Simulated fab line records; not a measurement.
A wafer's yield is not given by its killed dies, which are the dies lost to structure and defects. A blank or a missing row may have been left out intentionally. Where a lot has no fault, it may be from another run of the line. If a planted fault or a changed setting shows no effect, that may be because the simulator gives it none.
Chamber matching ; flow sky130 ; SKY_CONTACT_ETCH_17 on rie_diel-04: 3 sister chambers
The step etches SiO2 in C4F8/O2/Ar, stops on Si3N4, target depth 340 nm. 14 wafers are shown with their chamber, then 7 later ones without.

## WAFERS WITH THEIR CHAMBER
wafer;chamber;oes_product_au (a.u.)
L796.1;1;0.887
L796.3;0;0.888
L796.4;2;0.894
L797.4;0;0.893
L797.5;2;0.884
L797.6;1;0.893
L801.3;0;0.888
L801.4;2;0.885
L801.6;1;0.889
L802.1;2;0.894
L802.3;1;0.886
L802.6;2;0.895
L803.3;0;0.903
L803.4;2;0.890

SIGNATURES (averages over the wafers above)
reading;chamber 0;chamber 1;chamber 2;scatter within a chamber
oes_product_au;0.89300;0.88875;0.89033;0.00519
Rule: for a wafer and a chamber, the distance is found by dividing, reading by reading, the gap between the wafer's reading and the chamber's mean by the reading's scatter, squaring, summing and taking the root. The wafer belongs to the nearest chamber; if the next one is less than 2 further off, it can't be placed. How the scatter is found: for the shown wafers, subtract from each reading the mean of its chamber, square and add these, divide the total by (wafers less chambers), then take the root.

## WAFERS WITHOUT THEIR CHAMBER
wafer;oes_product_au (a.u.)
L803.6;0.897
L809.3;0.893
L809.6;0.895
L810.2;0.893
L819.2;0.887
L819.4;0.895
L819.5;0.901

## WHICH CHAMBER EACH ONE RAN IN
wafer;from the rows above;in truth
L803.6;can't be placed: 0 or 2 or 1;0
L809.3;can't be placed: 0 or 2 or 1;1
L809.6;can't be placed: 0 or 2 or 1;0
L810.2;can't be placed: 0 or 2 or 1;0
L819.2;can't be placed: 1 or 2 or 0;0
L819.4;can't be placed: 0 or 2 or 1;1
L819.5;can't be placed: 0 or 2 or 1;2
Placed correctly: 0 of 7. Can't be placed from these rows: 7 (the true chamber is among the candidates in 7). Number placed wrongly: 0.
